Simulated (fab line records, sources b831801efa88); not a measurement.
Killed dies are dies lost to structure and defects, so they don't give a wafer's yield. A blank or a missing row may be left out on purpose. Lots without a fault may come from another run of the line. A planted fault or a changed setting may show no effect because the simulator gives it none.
Which tool did it? | flow sfq_line | 11 lots, 33 wafers sampled, at 1 step of a route of 325

WHAT THE GAUGES READ, wafer by wafer
The record holds no reading of a measuring or inspecting step that can be judged against a usual standard deviation.

WHICH TOOL RAN EACH LOT (tool, then ch and the chambers of the sampled wafers, then the start)
lot  | SFQ_TRILAYER_I4_CMP_CMP_100
L198 | cmp-02 ch 0,1,2, day 44 04:44
L199 | cmp-01 ch 0,1,2, day 44 09:28
L201 | cmp-01 ch 1,3, day 45 12:32
L202 | cmp-02 ch 0,1,3, day 52 05:01
L203 | cmp-02 ch 0,1,3, day 52 10:04
L205 | cmp-01 ch 0,2, day 52 12:46
L206 | cmp-02 ch 1,2,3, day 52 14:53
L208 | cmp-02 ch 0,1,3, day 53 14:45
L213 | cmp-02 ch 0,1,3, day 54 08:09
L215 | cmp-02 ch 2,3, day 54 19:56
L219 | cmp-02 ch 0,1,2, day 55 06:27
- SFQ_TRILAYER_I4_CMP_CMP_100: polishes SiO2.

WHAT THE TOOLS THEMSELVES READ (means of the sampled wafers that have a number; where no wafer has one, the mark that the record gives instead)
SFQ_TRILAYER_I4_CMP_CMP_100.
lot  | tool   | motor_current_A (A) | time_to_endpoint_s (s)
L198 | cmp-02 | 9.9                 | 209
L199 | cmp-01 | 10.8                | 203
L201 | cmp-01 | 10.6                | 200
L202 | cmp-02 | 10.5                | 203
L203 | cmp-02 | 10.3                | 212
L205 | cmp-01 | 10.8                | 142
L206 | cmp-02 | 9.7                 | 203
L208 | cmp-02 | 10.4                | 205
L213 | cmp-02 | 9.8                 | 209
L215 | cmp-02 | 9.3                 | 216
L219 | cmp-02 | 9.7                 | 215

THE ANSWER, worked out from the rows above alone
Rule: what is usual is taken from the lots themselves. Put in order of their means at a reading, lots are off if they are a third of the lots or fewer, leave a main group of 4 or more, and stand apart from it by a gap of 3 or more times the standard deviation of the main group's means; of several such gaps the widest counts. A main group whose means are all the same, to the digits that the tables above print for the reading, isn't used. A lot without any number at a reading at which 4 lots or more have one is off too. The other lots that the step has rows for count as sound. The gauges are gone through in route order, then the tools' own readings, and for those a lot's mean is taken as printed above. The first step at which some lot is off is used, and at that step the reading that is off furthest; a lot without a number counts as furthest.
Off: L205, at SFQ_TRILAYER_I4_CMP_CMP_100 (time_to_endpoint_s). The main group: mean 208 s, standard deviation 5.3.
A tool fits if, at that step or a process step before it, it ran every lot that is off, and no sound lot after the first of them. One fits: cmp-01 at SFQ_TRILAYER_I4_CMP_CMP_100. Its last sound lot is L201 (day 45 12:32), its first lot that is off L205 (day 52 12:46): a fault that began between those two fits.
The tool's own readings at SFQ_TRILAYER_I4_CMP_CMP_100 bear it out: on the lots that are off they differ by more than 5 times the standard deviation of the sound lots' means. time_to_endpoint_s reads 142 s there against 208 s on the sound lots.

WHAT THE SIMULATOR HAD PUT IN
Process parameter drift: cmp-01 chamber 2, from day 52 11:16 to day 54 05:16, at SFQ_TRILAYER_I4_CMP_CMP_100. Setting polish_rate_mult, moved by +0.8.
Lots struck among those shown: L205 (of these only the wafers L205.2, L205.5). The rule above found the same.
